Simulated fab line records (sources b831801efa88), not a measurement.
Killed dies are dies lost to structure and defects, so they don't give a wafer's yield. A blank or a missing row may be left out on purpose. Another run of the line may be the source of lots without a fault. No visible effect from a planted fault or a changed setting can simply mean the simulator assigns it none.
A struck lot beside a sound one + flow sky130 + 20 out of 708 route steps
Sound: these wafers, L907.1, L907.2, L907.6. The struck wafers were L910.1, L910.2, L910.5. At the end, the cause is stated.
For every step that has rows: the tool of each side, followed by ch and its chambers, followed by its first start. Under that, the readings that differ: sound wafers + struck wafers + difference of the means + sigmas: that difference in standard deviations of wafers without a fault.
alike: same words and numbers on both sides, and readings whose means sit less than 2 such deviations apart. not compared: any withheld reading, any reading some wafer has no value for, any bound like >300 that may hide the same value, and any number with overlapping values for which the record gives no deviation.
The two part at a step that has a row with sigmas, a row that says differs or no value, or rows on one side only. When numbers do not overlap yet have no deviation, they are printed without sigmas and do not part them. A reading that every wafer of one side lacks parts them only if that side has two wafers or more.

first, 1 step without rows for these wafers: SKY_POLY_GATE_CVD_03 (deposits Si3N4 from DCS/NH3, target thk 75 nm, time 1290 s).
SKY_POLY_GATE_THK_MEAS_04:
  sound on film-metro-03 at day 16 11:34; struck on film-metro-03 at day 17 19:59
  alike: POLY_GATE_CVD_03_THK
then, 8 steps without rows for these wafers: SKY_POLY_GATE_DEHYDRATE_05 (time 60 s); SKY_POLY_GATE_HMDS_06 (prime time 60 s); SKY_POLY_GATE_COAT_07 (resist thk 110 nm); SKY_POLY_GATE_COAT_08 (resist thk 450 nm); SKY_POLY_GATE_SOFTBAKE_09 (time 90 s); SKY_POLY_GATE_EXPOSE_10 (exposes mask P1M, target cd 150 nm); SKY_POLY_GATE_PEB_11; SKY_POLY_GATE_DEVELOP_12 (develop time 60 s).
SKY_POLY_GATE_CD_MEAS_13 targets a cd of 150 nm.
  sound on cd-sem-02 at day 17 16:31; struck on cd-sem-01 at day 19 02:25
  alike: cd-nm
SKY_POLY_GATE_OVL_MEAS_14:
  sound on overlay-02 at day 17 16:38; struck on overlay-02 at day 19 02:32
  alike: POLY_GATE_OVL
SKY_POLY_GATE_ETCH_15: etches BARC in N2/H2, stops on SiO2, time 118.5 s, target depth 110 nm.
  sound on rie-diel-04 ch 0,3, day 17 16:40; struck on rie-diel-04 ch 0,2,3, day 19 02:34
  no value came back on the struck wafers for any of 5 readings (bias-w (W), chamber-pressure-mTorr (mTorr) and others); on the sound wafers bias-w (W) reads 100.2 100.2 100.0
| reading                                          | sound           | struck            | difference | sigmas |
|--------------------------------------------------|-----------------|-------------------|------------|--------|
| model.KrF-thick_of_POLY_GATE_COAT_08.thk-nm (nm) | 342.8 346 345.8 | 434.9 436.6 436.8 | +91.2      |        |
  not compared: rf-hours-counter-h
SKY_POLY_GATE_ETCH_16: etches Si3N4 in CH3F/O2, stops on poly-Si, time 147.5 s, target depth 75 nm.
  sound on rie-diel-04 ch 0,3, day 17 16:45; struck on rie-diel-04 ch 0,2,3, day 19 02:39
| reading                | sound                | struck               | difference | sigmas |
|------------------------|----------------------|----------------------|------------|--------|
| oes-product-au (a.u.)  | 0.642 0.632 0.643    | 0.373 0.376 0.376    | -0.264     | -45    |
| throttle-valve-pct (%) | 10.541 10.530 10.543 | 10.504 10.489 10.490 | -0.044     | -5     |
  alike: O2_flow_sccm, bias-w, drypump-motor-current-A
  not compared: rf-hours-counter-h
SKY_POLY_GATE_ETCH_17: etches poly-Si in HBr/Cl2, stops on SiO2, target depth 180 nm, time 70.5 s.
  sound on rie-si-01 ch 0,2,3, day 17 16:51; struck on rie-si-02 ch 0,1, day 19 02:45
| reading                                          | sound             | struck            | difference | sigmas |
|--------------------------------------------------|-------------------|-------------------|------------|--------|
| oes-product-au (a.u.)                            | 0.981 0.973 0.981 | 0.266 0.271 0.270 | -0.709     | -89    |
| model.KrF-thick_of_POLY_GATE_COAT_08.thk-nm (nm) | 134.9 139.2 140.7 | 226.4 232.6 230   | +91.4      |        |
  alike: HBr_flow_sccm, bias-w, drypump-motor-current-A, he-backside-leak-sccm, throttle-valve-pct
  not compared: rf-hours-counter-h
SKY_POLY_GATE_STRIP_18: strips in O2/N2.
  sound on plasma-asher-02 ch 0,1, day 17 16:54; struck on plasma-asher-02 ch 0,1, day 19 02:48
| reading                      | sound             | struck            | difference | sigmas |
|------------------------------|-------------------|-------------------|------------|--------|
| oes-product-au (a.u.)        | 0.362 0.358 0.367 | 0.401 0.409 0.393 | +0.039     | +8     |
| strip-time-to-endpoint-s (s) | 3.12 3.16 3.19    | 4.11 4.15 4.13    | +0.97      | +22    |
  alike: drypump-motor-current-A
  not compared: rf-hours-counter-h
then, 2 steps without rows for these wafers: SKY_POLY_GATE_CLEAN_19 (cleans in SC1/SC2, time 150 s); SKY_POLY_GATE_OXIDATION_20 (stabilise 600 s, purge 300 s, target thk 4 nm).
SKY_POLY_GATE_CD_MEAS_22:
  sound on cd-sem-01 at day 17 21:14; struck on cd-sem-01 at day 19 05:25
| reading    | sound             | struck | difference                    | sigmas |
|------------|-------------------|--------|-------------------------------|--------|
| cd-nm (nm) | 150.4 149.5 148.7 | - - -  | no value on the struck wafers |        |
then, 1 step without rows for these wafers: SKY_LDD_N_DEHYDRATE_00 (time 60 s).

## WHERE THEY PART
Earliest at SKY_POLY_GATE_ETCH_15; latest, in this record, at SKY_POLY_GATE_CD_MEAS_22.

WHY: what the simulator had put in
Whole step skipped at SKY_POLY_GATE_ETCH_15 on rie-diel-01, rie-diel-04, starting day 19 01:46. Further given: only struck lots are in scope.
